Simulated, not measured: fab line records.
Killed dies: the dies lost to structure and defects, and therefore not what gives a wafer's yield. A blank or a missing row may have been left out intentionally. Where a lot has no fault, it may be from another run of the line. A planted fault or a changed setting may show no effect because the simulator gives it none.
A struck lot beside a sound one :: flow sky130 :: 15 out of 708 route steps
Sound: these wafers, L348.2, L348.3, L348.4. Wafers struck: L361.1, L361.4, L361.5. Last of all comes the cause.
Order at every step that has rows: each side's tool, ch and its chambers, its first start. Under that, the readings that differ: sound wafers :: struck wafers :: difference of the means :: sigmas: that difference in standard deviations of wafers without a fault.
alike: words and numbers the same on both sides, and readings whose means are apart by under 2 such deviations; not compared: readings that were withheld, readings missing a value for some wafer, numbers with overlapping values and no deviation given by the record, and bounds like >300 which may hide the same value.
Wherever a step has rows on one side only, a row that says differs or no value, or a row with sigmas, the two part there. Numbers that don't overlap but have no deviation are shown without sigmas and don't part them. A reading missing from all wafers of one side parts the sides only when that side holds two or more wafers.

first, 7 steps without rows for these wafers: SKY_METAL4_HMDS_06 (prime time 60 s); SKY_METAL4_COAT_07 (resist thk 60 nm); SKY_METAL4_COAT_08 (resist thk 1140 nm); SKY_METAL4_SOFTBAKE_09 (time 90 s); SKY_METAL4_EXPOSE_10 (exposes mask MM4, target cd 300 nm); SKY_METAL4_PEB_11; SKY_METAL4_DEVELOP_12 (develop time 60 s).
SKY_METAL4_CD_MEAS_13 targets a cd of 300 nm.
  sound on cd-sem-01, day 42 05:09; struck on cd-sem-02, day 45 09:14
  alike: cd-nm
SKY_METAL4_OVL_MEAS_14:
  sound on overlay-02, day 42 05:15; struck on overlay-02, day 45 09:21
  alike: METAL4_OVL
SKY_METAL4_DESCUM_15: chemistry O2, time 8 s.
  sound on rie-metal-01 ch 0,1, day 42 05:17; struck on rie-metal-03 ch 0, day 45 09:23
  alike: drypump-motor-current-A, oes-product-au, temp-c
  not compared: rf-hours-counter-h
SKY_METAL4_ETCH_16: etches BARC in N2/H2, stops on SiO2, time 88.2 s, target depth 60 nm.
  sound on rie-metal-01 ch 0,1, day 42 05:19; struck on rie-metal-03 ch 0, day 45 09:25
  alike: drypump-motor-current-A, oes-product-au, throttle-valve-pct
  not compared: rf-hours-counter-h
SKY_METAL4_ETCH_17: etches SiO2 in C4F8/O2/Ar, stops on TiN, time 3.9 s, target depth 15 nm.
  sound on rie-diel-04 ch 0,1,3, day 42 05:25; struck on rie-diel-01 ch 1,2, day 45 09:31
  alike: oes-product-au
  not compared: rf-hours-counter-h
SKY_METAL4_METAL_ETCH_18: etches the open film in Cl2/BCl3, stops on SiO2, target depth 845 nm, time 183.1 s.
  sound on rie-metal-03 ch 0,1, day 42 05:26; struck on rie-metal-02 ch 0, day 45 09:32
reading: model.KrF-thick_of_METAL4_COAT_08.thk-nm (nm)
sound: 525.4 506.3 518.4
struck: 640.6 632 638.1
difference: +120.2
sigmas: 

reading: model.METAL4.cd-nm (nm)
sound: 299.6 296.6 297.3
struck: 315.4 313.2 317
difference: +17.4
sigmas: 

reading: model.SiO2_of_VIA3_HDPCVD_00.thk-nm (nm)
sound: 435.4 433.9 434.2
struck: 441.3 438.7 440.8
difference: +5.8
sigmas: 
  alike: drypump-motor-current-A, oes-product-au, throttle-valve-pct
  not compared: rf-hours-counter-h
SKY_METAL4_STRIP_19: strips in O2/N2.
  sound on plasma-asher-01 ch 0,1, day 42 05:37; struck on plasma-asher-03 ch 0,1, day 45 09:43
reading: oes-product-au (a.u.)
sound: 0.501 0.497 0.505
struck: 0.548 0.553 0.553
difference: +0.050
sigmas: +9

reading: strip-time-to-endpoint-s (s)
sound: 6.52 6.33 6.44
struck: 7.65 7.57 7.62
difference: +1.18
sigmas: +15
  alike: drypump-motor-current-A
  not compared: rf-hours-counter-h
then, 1 step without rows for these wafers: SKY_METAL4_STRIP_20 (strips in post etch residue remover, time 1200 s).

## WHERE THEY PART
Only at SKY_METAL4_STRIP_19, within this record.

WHY: whatever the simulator had introduced
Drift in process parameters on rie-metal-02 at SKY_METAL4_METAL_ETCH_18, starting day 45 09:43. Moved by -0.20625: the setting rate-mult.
